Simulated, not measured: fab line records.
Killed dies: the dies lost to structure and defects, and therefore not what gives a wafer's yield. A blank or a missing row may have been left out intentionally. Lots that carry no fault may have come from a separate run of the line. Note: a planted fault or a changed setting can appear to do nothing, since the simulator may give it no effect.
Matching of chambers -- flow sky130 -- rie-diel-03 running SKY_SONOS_ONO_ETCH_15: 4 sister chambers
The step etches the open film in CHF3/O2, target depth 19.52 nm, time 7.8 s. 15 wafers are shown with their chamber, then 7 later ones without.

WAFERS, EACH WITH ITS CHAMBER
wafer,chamber,drypump-motor-current-A (A),oes-product-au (a.u.),throttle-valve-pct (%)
L539.1,0,6.7,1.013,8.837
L539.3,2,5.6,1.005,8.828
L539.6,0,6.6,1.014,8.842
L541.1,1,5.2,1.010,8.827
L541.3,2,5.6,1.007,8.822
L541.5,3,6.2,1.022,8.826
L542.1,1,5.2,0.988,8.808
L542.2,0,6.7,1.002,8.827
L542.3,2,5.6,0.997,8.822
L547.2,1,5.2,1.010,8.832
L547.6,2,5.6,1.018,8.854
L549.5,2,5.6,1.013,8.823
L549.6,3,6.2,1.014,8.820
L552.1,0,6.6,1.004,8.831
L552.2,3,6.2,1.021,8.845

SIGNATURES, as means of the wafers listed above
reading,chamber 0,chamber 1,chamber 2,chamber 3,scatter within a chamber
drypump-motor-current-A,6.650,5.200,5.600,6.200,0.0302
oes-product-au,1.00825,1.00267,1.00800,1.01900,0.00814
throttle-valve-pct,8.83425,8.82233,8.82980,8.83033,0.0119
Rule: a wafer's distance from a chamber is the root of the sum, over the readings, of the square of ((its reading less the chamber's mean) divided by the reading's scatter). The wafer belongs to the nearest chamber; if the next one is less than 2 further off, it can't be placed. How the scatter is found: for the shown wafers, subtract from each reading the mean of its chamber, square and add these, divide the total by (wafers less chambers), then take the root.

WAFERS WITHOUT THEIR CHAMBER
wafer,drypump-motor-current-A (A),oes-product-au (a.u.),throttle-valve-pct (%)
L552.6,6.7,1.013,8.811
L556.1,5.5,1.015,8.808
L556.4,6.2,1.015,8.833
L556.5,5.1,1.015,8.825
L561.1,6.2,1.024,8.841
L561.3,5.2,1.011,8.830
L561.6,5.1,1.011,8.834

WHICH CHAMBER EACH ONE RAN IN
wafer,from the rows above,in truth
L552.6,0,0
L556.1,2,2
L556.4,3,3
L556.5,1,1
L561.1,3,3
L561.3,1,1
L561.6,1,1
Correctly placed: 7 of 7. Not placeable from these rows: 0. Placed wrongly: 0.
